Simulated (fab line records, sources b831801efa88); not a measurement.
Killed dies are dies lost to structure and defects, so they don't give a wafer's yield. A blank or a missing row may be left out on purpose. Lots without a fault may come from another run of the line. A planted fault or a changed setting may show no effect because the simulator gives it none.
Problem report in the 8D (eight disciplines) form, filled by code | flow gf180mcu | the parts of the form that need people (team, actions taken, sign-off) are left out

1. THE PROBLEM
SALICIDE_TIN_RS at GF_SALICIDE_RS_MEAS_04 reads a mean of 19.5 ohm/sq on 6 wafers of 2 lots; wafers without a fault read 16.2 ohm/sq with a standard deviation of 0.32. That is +10 standard deviations from the usual mean.
The step: measures by four-point-probe.
First seen on wafer L975.2, day 17 15:27, on film_metro-03. The record holds 36 wafers of 12 lots with a number at this step. Rule for "out", or "out of limits": more than 4 standard deviations from the usual mean. The other wafers with a number count as sound.

2. WHAT IT IS AND WHAT IT IS NOT
question                    | is                           | is not
which readings at this step | SALICIDE_TIN_RS              | -
which lots                  | L975, L976                   | L971, L972, L974, L984, L986, L987, L988, L989, L990, L991
which wafers of those lots  | all that have a number       | -
read on which gauges        | film_metro-03, film_metro-04 | film_metro-02
when                        | from day 17 15:27            | up to then (9 sound wafers); but 21 sound wafers of L984, L986, L987, L988, L989, L990, L991 came after

3. SUSPECTS, AND WHAT RULES EACH OUT
Counting: a tool at a process step up to the reading stays a suspect if it ran every lot that is out and no sound lot after the first of them.
- the gauge at GF_SALICIDE_RS_MEAS_04: ruled out. The wafers that are out were read on 2 gauges (film_metro-03, film_metro-04).
- pvd_sputter-01 at GF_SALICIDE_SPUTTER_03 (material TiN, target thk 20 nm, time 16.7 s): ruled out as a lasting fault. Sound lots L987, L988, L991, L990 ran on it after its first lot that is out, L975 (day 17 15:24).
Left after counting: nothing in the record.

4. THE CAUSE (what the simulator had put in)
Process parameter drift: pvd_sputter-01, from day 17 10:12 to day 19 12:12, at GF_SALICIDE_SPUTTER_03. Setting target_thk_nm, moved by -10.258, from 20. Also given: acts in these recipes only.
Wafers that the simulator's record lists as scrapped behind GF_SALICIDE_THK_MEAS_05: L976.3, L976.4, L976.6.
Counting ruled it out, wrongly: the rule takes a fault to strike every lot that its tool runs from its start on, and this one did not.

5. THE CHAIN OF EFFECTS, in route order
Each row: a reading whose mean over the struck wafers that have a number lies more than 3 standard deviations from the usual. Only readings for which the record gives a usual standard deviation are gone through. hours: the time from each lot's start at the first step in this table that gives one to its start at this step, as a median over the lots. sigmas: the change in usual standard deviations.
hours | step                    | reading          | usual       | on struck wafers | change | sigmas
0     | GF_SALICIDE_RS_MEAS_04  | SALICIDE_TIN_RS  | 16.2 ohm/sq | 19.5             | +3.3   | +10
3     | GF_SALICIDE_THK_MEAS_05 | SALICIDE_TIN_THK | 20.16 nm    | 9.80             | -10.36 | -43

6. WHAT WOULD HAVE CAUGHT IT SOONER
In this record the first reading out of limits at a measuring or inspecting step was taken at day 17 15:27, 5 hours after the fault began at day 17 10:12.
Of the tool readings at GF_SALICIDE_SPUTTER_03 for which the record gives a usual standard deviation, none was out on any struck wafer, so an alarm limit of 4 standard deviations on them would not have fired.
